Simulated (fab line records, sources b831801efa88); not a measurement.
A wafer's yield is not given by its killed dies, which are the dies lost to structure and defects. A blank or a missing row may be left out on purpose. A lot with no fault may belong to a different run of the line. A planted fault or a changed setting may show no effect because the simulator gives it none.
Comparing a struck lot with a sound one / flow sky130 / 18 steps out of a route of 708
Sound: wafers L567.1, L567.2, L567.4. Struck: wafer L582.1. (L582.4 of the same lot was not struck and is left out.) The cause comes at the end.
At each step with rows: each side's tool, then ch and its chambers, then its first start. Under that, the readings that differ: sound wafers / struck wafers / difference of the means / sigmas: that difference in standard deviations of wafers without a fault.
alike: a reading whose means differ by less than 2 such deviations, as well as words and numbers matching on both sides. not compared: withheld readings; readings where some wafer has no value; bounds like >300 that might hide an equal value; numbers whose values overlap and for which the record gives no deviation.
A row with sigmas, a row that says differs or no value, or rows on one side alone: a step with any of these is where the two part. When numbers do not overlap yet have no deviation, they are printed without sigmas and do not part them. Lack of a reading on every wafer of one side parts them only where that side has two or more wafers.

first, 5 steps without rows for these wafers: SKY_VIA4_COAT_06 (resist thk 1140 nm); SKY_VIA4_SOFTBAKE_07 (time 60 s); SKY_VIA4_EXPOSE_08 (exposes mask VIM4, target cd 800 nm); SKY_VIA4_PEB_09; SKY_VIA4_DEVELOP_10 (develop time 60 s).
SKY_VIA4_OVL_MEAS_11:
  sound: overlay-02 at day 44 01:26; struck: overlay-02 at day 47 09:17
  alike: VIA4_OVL
SKY_VIA4_ETCH_12: etches SiO2 in C4F8/O2/Ar, stops on TiN, target depth 580 nm.
  sound on rieDiel-01 ch 0,1,3, day 44 01:28; struck on rieDiel-04 ch 1, day 47 09:19
  alike: oesProductAu
SKY_VIA4_STRIP_13: strips in O2/N2.
  sound on plasmaAsher-03 ch 0,1, day 44 01:32; struck on plasmaAsher-01 ch 0, day 47 09:23
reading=oesProductAu (a.u.); sound=0.711 0.707 0.710; struck=0.696; difference=-0.013; sigmas=-3
  alike: drypumpMotorCurrentA, n2FlowSccm, stripTimeToEndpointS
  not compared: rfHoursCounterH
then, 3 steps without rows for these wafers: SKY_VIA4_STRIP_14 (strips in post etch residue remover, time 1200 s); SKY_VIA4_CLEAN_15 (cleans in IPA, time 180 s); SKY_VIA4_CLEAN_16 (cleans in O3/DIW).
SKY_VIA4_SPUTTER_17: material TiN, target thk 20 nm, time 80 s.
  sound: pvdSputter-01 at day 44 02:12; struck: pvdSputter-01 at day 47 10:08
  alike: throttleValvePct
SKY_VIA4_CVD_18: deposits W, target thk 505 nm, time 152.14 s.
  sound on cvdW-01 ch 0, day 44 02:16; struck on cvdW-02 ch 0, day 47 10:11
reading=heaterPowerOuterW (W); sound=469 476 482; struck=518; difference=+42; sigmas=+2
reading=heaterPowerW (W); sound=779 768 761; struck=875; difference=+106; sigmas=+2
reading=model.W_of_VIA4_CVD_18.thkNm (nm); sound=489.2 496 496.5; struck=220.8; difference=-273.1; sigmas=
SKY_VIA4_RS_MEAS_19: a four-point-probe measurement.
  sound: filmMetro-03 at day 44 02:34; struck: filmMetro-03 at day 47 10:20
reading=VIA4_W_RS (ohm/sq); sound=0.2341 0.2309 0.2306; struck=0.5235; difference=+0.2916; sigmas=+99 or more
SKY_VIA4_THK_MEAS_20: measures by xrf.
  sound: filmMetro-03 at day 44 02:41; struck: filmMetro-03 at day 47 10:28
reading=VIA4_W_THK (nm); sound=482 489 488; struck=219; difference=-267; sigmas=-38
SKY_VIA4_CMP_21: polishes, stops on SiO2, t overpolish 25 s, target thk 0 nm.
  sound on cmp-02 ch 1,2,3, day 44 02:44; struck on cmp-02 ch 2, day 47 11:04
reading=timeToEndpointS (s); sound=105 118 117; struck=53; difference=-60; sigmas=-14
  alike: motorCurrentA
SKY_METAL5_SPUTTER_00: material Ti, target thk 15 nm, time 10 s.
  sound: pvdSputter-03 at day 44 03:02; struck: pvdSputter-04 at day 47 11:22
  alike: throttleValvePct
following that, these wafers have no rows for 1 step: SKY_PAD_OPEN_PROBE_99.

## WHERE THEY PART
Earliest at SKY_VIA4_STRIP_13; latest, in this record, at SKY_VIA4_CMP_21. Later steps at which nothing parts them and some readings are alike: SKY_METAL5_SPUTTER_00.

WHY: what the simulator had put in
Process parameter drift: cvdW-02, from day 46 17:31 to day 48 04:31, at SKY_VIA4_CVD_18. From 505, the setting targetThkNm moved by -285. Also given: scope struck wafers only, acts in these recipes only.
